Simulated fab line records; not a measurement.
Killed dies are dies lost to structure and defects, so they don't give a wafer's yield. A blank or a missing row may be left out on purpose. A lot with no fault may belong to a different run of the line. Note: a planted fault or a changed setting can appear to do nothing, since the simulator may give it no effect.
A struck lot beside a sound one    flow sky130    17 out of 708 route steps
Sound: wafers L619.1, L619.5, L619.6. Wafers L628.3, L628.4, L628.6 were the ones struck. The cause comes at the end.
At each step with rows: each side's tool, then ch and its chambers, then its first start. Under that, the readings that differ: sound wafers    struck wafers    difference of the means    sigmas: that difference in standard deviations of wafers without a fault.
alike: a reading whose means differ by less than 2 such deviations, as well as words and numbers matching on both sides. not compared: withheld readings; readings where some wafer has no value; bounds like >300 that might hide an equal value; numbers whose values overlap and for which the record gives no deviation.
Wherever a step has rows on one side only, a row that says differs or no value, or a row with sigmas, the two part there. When numbers do not overlap yet have no deviation, they are printed without sigmas and do not part them. A reading that every wafer of one side lacks parts them only if that side has two wafers or more.

first, 1 step without rows for these wafers: SKY_VT_ADJUST_NCORE_IMPLANT_09.
SKY_VT_ADJUST_NCORE_STRIP_10: strips in O2/N2.
  sound on plasma-asher-02 ch 0,1, day 10 11:59; struck on plasma-asher-03 ch 0,1, day 13 10:28
reading                       sound              struck             difference  sigmas
strip-time-to-endpoint-s (s)  14.21 14.20 14.24  14.15 14.09 14.14  -0.09       -2
  alike: drypump-motor-current-A, oes-product-au
  not compared: rf-hours-counter-h
SKY_VT_ADJUST_NCORE_TW_MEAS_11:
  sound on film-metro-04 at day 10 12:05; struck on film-metro-01 at day 13 10:33
  alike: VT_ADJUST_NCORE_TW
then, 7 steps without rows for these wafers: SKY_VT_ADJUST_HVTR_DEHYDRATE_00 (time 60 s); SKY_VT_ADJUST_HVTR_HMDS_01 (prime time 60 s); SKY_VT_ADJUST_HVTR_COAT_02 (resist thk 1140 nm); SKY_VT_ADJUST_HVTR_SOFTBAKE_03 (time 60 s); SKY_VT_ADJUST_HVTR_EXPOSE_04 (exposes mask HVTRM, target cd 380 nm); SKY_VT_ADJUST_HVTR_PEB_05; SKY_VT_ADJUST_HVTR_DEVELOP_06 (develop time 60 s).
SKY_VT_ADJUST_HVTR_CD_MEAS_07: target cd 380 nm.
  sound on cd-sem-01 at day 11 10:35; struck on cd-sem-01 at day 14 13:16
  alike: cd-nm
SKY_VT_ADJUST_HVTR_OVL_MEAS_08:
  sound on overlay-01 at day 11 10:43; struck on overlay-01 at day 14 13:22
  alike: VT_ADJUST_HVTR_OVL
SKY_VT_ADJUST_HVTR_IMPLANT_09:
  sound on implanter-04 ch 0, day 11 10:44; struck on implanter-01 ch 0, day 14 13:26
reading             sound                             struck                            difference   sigmas
beam-on-s (s)       10.15 9.92 10.17                  8.34 8.29 8.60                    -1.67        -9
dose-ions-cm2       2.0987e+12 2.0979e+12 2.0982e+12  2.1038e+12 2.1039e+12 2.1016e+12  +4.8333e+09  +2
faraday-current-uA  11.69 12.00 11.61                 14.15 14.25 13.75                 +2.28        +10
SKY_VT_ADJUST_HVTR_STRIP_10: strips in O2/N2.
  sound on plasma-asher-03 ch 0,1, day 11 10:53; struck on plasma-asher-03 ch 0,1, day 14 13:34
  alike: drypump-motor-current-A, oes-product-au, strip-time-to-endpoint-s
  not compared: rf-hours-counter-h
SKY_VT_ADJUST_HVTR_TW_MEAS_11:
  sound on film-metro-02 at day 11 10:59; struck on film-metro-04 at day 14 13:39
reading            sound              struck             difference  sigmas
VT_ADJUST_HVTR_TW  209.3 210.1 208.8  199.0 198.6 198.9  -10.6       -9
then, 1 step without rows for these wafers: SKY_VT_ADJUST_PCH_DEHYDRATE_00 (time 60 s).
-- a jump in the record: the struck wafers' starts before and after are 35 days apart (it breaks off in module VT_ADJUST_PCH and resumes in module PAD_OPEN, where the first step shown is number 708 of the route) --
SKY_PAD_OPEN_PROBE_99:
  sound on prober-02 at day 47 14:16; struck on prober-01 at day 49 17:49
reading                                   sound                   struck                   difference  sigmas
model.etest.pfet_01v8_mvt.drive-ua-um     150.9 153.8 152.6       145.2 144.1 147          -7.0        
model.etest.pfet_01v8_mvt.off-log10-a-um  -10.54 -10.42 -10.65    -11.23 -11.3 -11.19      -0.70       
model.etest.pfet_01v8_mvt.vt-sat-v (V)    -0.5565 -0.5398 -0.555  -0.6105 -0.6177 -0.613   -0.0633     
model.etest.pfet_01v8_mvt.vt-v (V)        -0.6436 -0.634 -0.6442  -0.6884 -0.6967 -0.6923  -0.0519     
model.etest.pfet_01v8_mvt.vt-long-v (V)   -0.8521 -0.843 -0.8495  -0.893 -0.8942 -0.8917   -0.045      
  alike: killed_at_M0_to_M3, killed_at_M4_up, killed-at-contacts, killed-at-front-end, killed-at-other, killed-dies, killed-open, killed-short

## WHERE THEY PART
At SKY_VT_ADJUST_NCORE_STRIP_10 first; at SKY_VT_ADJUST_HVTR_TW_MEAS_11 last (within this record only). Later steps at which nothing parts them and some readings are alike: SKY_PAD_OPEN_PROBE_99.

WHY: whatever the simulator had introduced
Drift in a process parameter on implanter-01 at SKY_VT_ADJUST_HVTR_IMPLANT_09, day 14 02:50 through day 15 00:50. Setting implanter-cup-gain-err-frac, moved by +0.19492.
